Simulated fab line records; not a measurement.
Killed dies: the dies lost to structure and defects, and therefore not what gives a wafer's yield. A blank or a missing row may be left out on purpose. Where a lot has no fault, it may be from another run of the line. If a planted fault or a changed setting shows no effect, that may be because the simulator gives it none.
Comparing a struck lot with a sound one    flow sky130    24 out of 708 route steps
Sound: wafers L939.1, L939.3, L939.6. Struck: wafers L950.1, L950.2, L950.5. Last of all comes the cause.
For every step that has rows: the tool of each side, followed by ch and its chambers, followed by its first start. Under that, the readings that differ: sound wafers    struck wafers    difference of the means    sigmas: that difference in standard deviations of wafers without a fault.
alike: words and numbers the same on both sides, and readings whose means are apart by under 2 such deviations; not compared: readings that were withheld, readings missing a value for some wafer, numbers with overlapping values and no deviation given by the record, and bounds like >300 which may hide the same value.
Wherever a step has rows on one side only, a row that says differs or no value, or a row with sigmas, the two part there. When numbers do not overlap yet have no deviation, they are printed without sigmas and do not part them. A reading that every wafer of one side lacks parts them only if that side has two wafers or more.

first, 4 steps without rows for these wafers: SKY_CAP2M_SOFTBAKE_08 (time 60 s); SKY_CAP2M_EXPOSE_09 (exposes mask CAP2M, target cd 1000 nm); SKY_CAP2M_PEB_10; SKY_CAP2M_DEVELOP_11 (develop time 60 s).
SKY_CAP2M_OVL_MEAS_12:
  struck on overlay-02, day 47 06:02; sound on overlay-02, day 44 07:16
  alike: CAP2M_OVL
SKY_CAP2M_METAL_ETCH_13: etches TiN in Cl2/BCl3, stops on SiO2, target depth 220 nm, time 62.9 s.
  sound on rieMetal-03 ch 0,1, day 44 07:19; struck on rieMetal-03 ch 0,1, day 47 06:04
  alike: biasW, drypumpMotorCurrentA, oesProductAu, throttleValvePct
  not compared: rfHoursCounterH
SKY_CAP2M_STRIP_14: strips in O2/N2.
  sound on plasmaAsher-01 ch 0,1, day 44 07:23; struck on plasmaAsher-02 ch 0,1, day 47 06:08
  alike: drypumpMotorCurrentA, oesProductAu, stripTimeToEndpointS
  not compared: rfHoursCounterH
then, 5 steps without rows for these wafers: SKY_CAP2M_STRIP_15 (strips in post etch residue remover, time 1200 s); SKY_CAP2M_CLEAN_16 (cleans in IPA, time 180 s); SKY_CAP2M_CLEAN_17 (cleans in O3/DIW); SKY_METAL4_DEHYDRATE_05 (time 60 s); SKY_METAL4_HMDS_06 (prime time 60 s).
SKY_METAL4_COAT_07: resist thk 60 nm.
  sound on lithoTrack-03 ch 0, day 44 19:19; struck on lithoTrack-03 ch 0, day 47 16:01
reading             sound                 struck                difference  sigmas
spinSpeedRpm (rpm)  3000.6 2997.8 2996.9  2751.1 2751.8 2751.6  -246.9      -99 or more
then, 5 steps without rows for these wafers: SKY_METAL4_COAT_08 (resist thk 1140 nm); SKY_METAL4_SOFTBAKE_09 (time 90 s); SKY_METAL4_EXPOSE_10 (exposes mask MM4, target cd 300 nm); SKY_METAL4_PEB_11; SKY_METAL4_DEVELOP_12 (develop time 60 s).
SKY_METAL4_CD_MEAS_13 targets a cd of 300 nm.
  struck on cdSem-02, day 48 01:56; sound on cdSem-02, day 45 06:16
  alike: cdNm
SKY_METAL4_OVL_MEAS_14:
  struck on overlay-01, day 48 02:03; sound on overlay-01, day 45 06:23
  alike: METAL4_OVL
SKY_METAL4_DESCUM_15: chemistry O2, time 8 s.
  sound on rieMetal-04 ch 0,1, day 45 06:25; struck on rieMetal-04 ch 0,1, day 48 02:05
  alike: drypumpMotorCurrentA, oesProductAu
  not compared: rfHoursCounterH
SKY_METAL4_ETCH_16: etches BARC in N2/H2, stops on SiO2, time 88.2 s, target depth 60 nm.
  sound on rieMetal-04 ch 0,1, day 45 06:27; struck on rieMetal-04 ch 0,1, day 48 02:07
reading                  sound              struck             difference  sigmas
oesProductAu (a.u.)      0.629 0.620 0.620  0.644 0.638 0.644  +0.019      +4
model.etch.depthNm (nm)  59.87 59.72 60.08  62.38 62.45 62.68  +2.61       
  alike: biasW, drypumpMotorCurrentA, throttleValvePct
  not compared: rfHoursCounterH
SKY_METAL4_ETCH_17: etches SiO2 in C4F8/O2/Ar, stops on TiN, time 3.9 s, target depth 15 nm.
  sound on rieDiel-04 ch 0,1, day 45 06:33; struck on rieDiel-01 ch 0,2,3, day 48 02:13
  alike: biasW, oesProductAu
  not compared: rfHoursCounterH
following that, these wafers have no rows for 1 step: SKY_PAD_OPEN_PROBE_99.

WHERE THEY PART
Earliest at SKY_METAL4_COAT_07; latest, in this record, at SKY_METAL4_ETCH_16. Later steps at which nothing parts them and some readings are alike: SKY_METAL4_ETCH_17.

WHY: what the simulator had put in
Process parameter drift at SKY_METAL4_COAT_07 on lithoTrack-03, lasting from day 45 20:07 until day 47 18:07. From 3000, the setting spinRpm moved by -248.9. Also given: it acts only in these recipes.
